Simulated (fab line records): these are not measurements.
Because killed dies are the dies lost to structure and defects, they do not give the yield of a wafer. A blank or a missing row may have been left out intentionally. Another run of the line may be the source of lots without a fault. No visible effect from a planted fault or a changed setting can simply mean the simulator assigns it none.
What tool caused it?    flow gf180mcu    11 lots with 33 wafers sampled at 4 steps, on a route of 602 steps

WHAT EACH GAUGE READ, for each wafer
GF_NWELL_TW_MEAS_11.
lot   measured     on            NWELL_TW
L566  day 3 18:56  filmMetro-03  1588 1600 1597
L568  day 4 05:33  filmMetro-02  1543 1545 1557
L569  day 4 11:02  filmMetro-02  1549 1538 1557
L570  day 4 17:44  filmMetro-02  1731 1727 1729
L573  day 5 11:15  filmMetro-01  1569 1577 1578
L574  day 5 17:33  filmMetro-01  1748 1747 1754
L576  day 6 00:29  filmMetro-02  1546 1538 1535
L578  day 6 15:39  filmMetro-03  1597 1587 1589
L579  day 6 17:55  filmMetro-01  1581 1575 1580
L581  day 7 04:53  filmMetro-01  1577 1584 1573
L587  day 8 13:00  filmMetro-03  1600 1589 1598

EACH LOT AND THE TOOL THAT RAN IT (in order: tool; ch and the chambers of the sampled wafers; start)
lot   GF_STI_STRIP_15                     GF_DNWELL_COAT_02                GF_DNWELL_STRIP_08
L566  plasmaAsher-03 ch 0,1, day 2 11:26  lithoTrack-04 ch 0, day 2 22:22  plasmaAsher-02 ch 1, day 3 05:19
L568  plasmaAsher-03 ch 0,1, day 2 22:44  lithoTrack-03 ch 0, day 3 09:01  plasmaAsher-03 ch 0,1, day 3 15:28
L569  plasmaAsher-03 ch 0,1, day 3 03:11  lithoTrack-03 ch 0, day 3 13:43  plasmaAsher-02 ch 0,1, day 3 20:50
L570  plasmaAsher-03 ch 0,1, day 3 08:32  lithoTrack-03 ch 0, day 3 20:40  plasmaAsher-03 ch 0,1, day 4 04:19
L573  plasmaAsher-03 ch 0,1, day 3 23:35  lithoTrack-04 ch 0, day 4 13:26  plasmaAsher-04 ch 0,1, day 4 20:52
L574  plasmaAsher-02 ch 1, day 4 05:08    lithoTrack-03 ch 0, day 4 19:22  plasmaAsher-03 ch 0,1, day 5 02:46
L576  plasmaAsher-02 ch 0,1, day 4 14:55  lithoTrack-04 ch 0, day 5 02:16  plasmaAsher-02 ch 0,1, day 5 09:34
L578  plasmaAsher-02 ch 0,1, day 5 03:53  lithoTrack-04 ch 0, day 5 16:41  plasmaAsher-04 ch 0,1, day 6 00:17
L579  plasmaAsher-02 ch 0,1, day 5 06:47  lithoTrack-04 ch 0, day 5 19:13  plasmaAsher-02 ch 0,1, day 6 02:49
L581  plasmaAsher-03 ch 0,1, day 5 17:02  lithoTrack-02 ch 0, day 6 05:07  plasmaAsher-03 ch 0,1, day 6 13:14
L587  plasmaAsher-03 ch 0,1, day 7 00:38  lithoTrack-02 ch 0, day 7 12:55  plasmaAsher-03 ch 0,1, day 7 20:49
- GF_STI_STRIP_15: strips in O2/N2.
- GF_DNWELL_COAT_02: resist thk 3000 nm.
- GF_DNWELL_STRIP_08: strips in O2/N2.

THE ANSWER, worked out from the rows above alone
Rule: usual is defined by the lots themselves. Put in order of their means at a reading, lots are off if they are a third of the lots or fewer, leave a main group of 4 or more, and stand apart from it by a gap of 3 or more times the standard deviation of the main group's means; of several such gaps the widest counts. A main group whose means are all the same, to the digits that the tables above print for the reading, isn't used. Also off: a lot with no number at a reading for which 4 or more lots have one. Where the step has rows for the other lots, those lots are counted as sound.
Off: L570, L574, at GF_NWELL_TW_MEAS_11 (NWELL_TW). Mean 1572 and standard deviation 20 in the main group.
A tool fits if, at a process step before that reading, it ran every lot that is off, and no sound lot after the first of them. The gauges at GF_NWELL_TW_MEAS_11 are tried like those tools. One fits: GF_DNWELL_COAT_02 on lithoTrack-03. A fault onset in the window from L569 (day 3 13:43, its last sound lot) to L570 (day 3 20:40, its first lot off) fits.

WHAT HAD BEEN PUT IN BY THE SIMULATOR
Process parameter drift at GF_DNWELL_COAT_02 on lithoTrack-03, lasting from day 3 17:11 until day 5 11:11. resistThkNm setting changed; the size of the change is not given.
Shown lots that were struck: L570, L574. The rule above reached the same finding.
